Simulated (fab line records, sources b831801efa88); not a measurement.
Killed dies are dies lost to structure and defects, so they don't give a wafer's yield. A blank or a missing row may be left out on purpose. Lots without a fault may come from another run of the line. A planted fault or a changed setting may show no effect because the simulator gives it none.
One fault seen from 2 desks | flow sky130 | each desk has only its own numbers; what lay behind them comes last

THE METROLOGY DESK
What the gauges read, lot by lot, whatever tool the lot ran on: means of the sampled wafers that have a number. A lot is out of limits, marked OUT, if its mean lies more than 4 standard deviations from the usual mean; the brackets give that distance.
Columns: A = CONTACT_W_RS at SKY_CONTACT_RS_MEAS_25, usual 0.340 ohm/sq; B = CONTACT_W_THK at SKY_CONTACT_THK_MEAS_26, usual 345 nm; C = METAL1_ALCU_RS at SKY_METAL1_RS_MEAS_05, usual 0.1269 ohm/sq; D = VIA1_HDPCVD_THK at SKY_VIA1_THK_MEAS_01, usual 1034 nm
lot  | first seen here | A               | B             | C      | D
L510 | day 31 13:17    | 0.334           | 351           | 0.1286 | 1031
L512 | day 32 05:35    | 0.341           | 340           | 0.1274 | 1034
L513 | day 32 17:10    | 0.338           | 350           | 0.1266 | 1035
L514 | day 32 19:39    | 0.339           | 341           | 0.1261 | 1047
L516 | day 34 01:23    | 0.338           | 345           | 0.1255 | 1031
L521 | day 36 05:55    | 0.345           | 333           | 0.1267 | 1035
L526 | day 36 18:44    | 0.281 (-16) OUT | 418 (+10) OUT | 0.1271 | 1040
L528 | day 37 12:32    | 0.344           | 342           | 0.1253 | 1023
L532 | day 38 20:19    | 0.337           | 344           | 0.1275 | 1033
L531 | day 38 20:37    | 0.334           | 359           | 0.1268 | 1041
L533 | day 38 23:13    | 0.333           | 360           | 0.1270 | 1031
This desk's finding: out of limits on L526; first on L526, day 36 18:44 (CONTACT_W_RS at SKY_CONTACT_RS_MEAS_25). In limits: L510, L512, L513, L514, L516, L521, L528, L532, L531, L533.

THE TOOL OWNER'S DESK: cvd_w-01
The tool's own readings at SKY_CONTACT_CVD_24 (deposits W, target thk 340 nm, time 102.12 s): means of the sampled wafers that have a number, for each lot that ran on this tool. A lot is out of limits, marked OUT, if its mean lies more than 4 standard deviations from the usual mean; the brackets give that distance.
Columns: A = heater_power_w at SKY_CONTACT_CVD_24, usual 859 W
lot  | first seen here | A
L510 | day 31 13:10    | 927
L513 | day 32 17:03    | 927
L514 | day 32 19:32    | 937
L526 | day 36 18:37    | 949
This desk's finding: nothing out of limits on any of the 4 lots.

PUT TOGETHER
The metrology desk could have raised an alarm at day 36 18:44, on L526.
The tool owner's desk saw nothing out of limits.
The tool owner's desk has L526 on record, within its limits.
Of the lots named, all ran SKY_CONTACT_CVD_24 on cvd_w-01.

WHAT THE SIMULATOR HAD PUT IN
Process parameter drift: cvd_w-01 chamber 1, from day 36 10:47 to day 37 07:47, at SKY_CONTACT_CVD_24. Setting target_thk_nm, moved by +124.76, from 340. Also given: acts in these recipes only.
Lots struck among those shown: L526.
Hours from the fault's start to each desk's first reading out of limits: the metrology desk, 8.
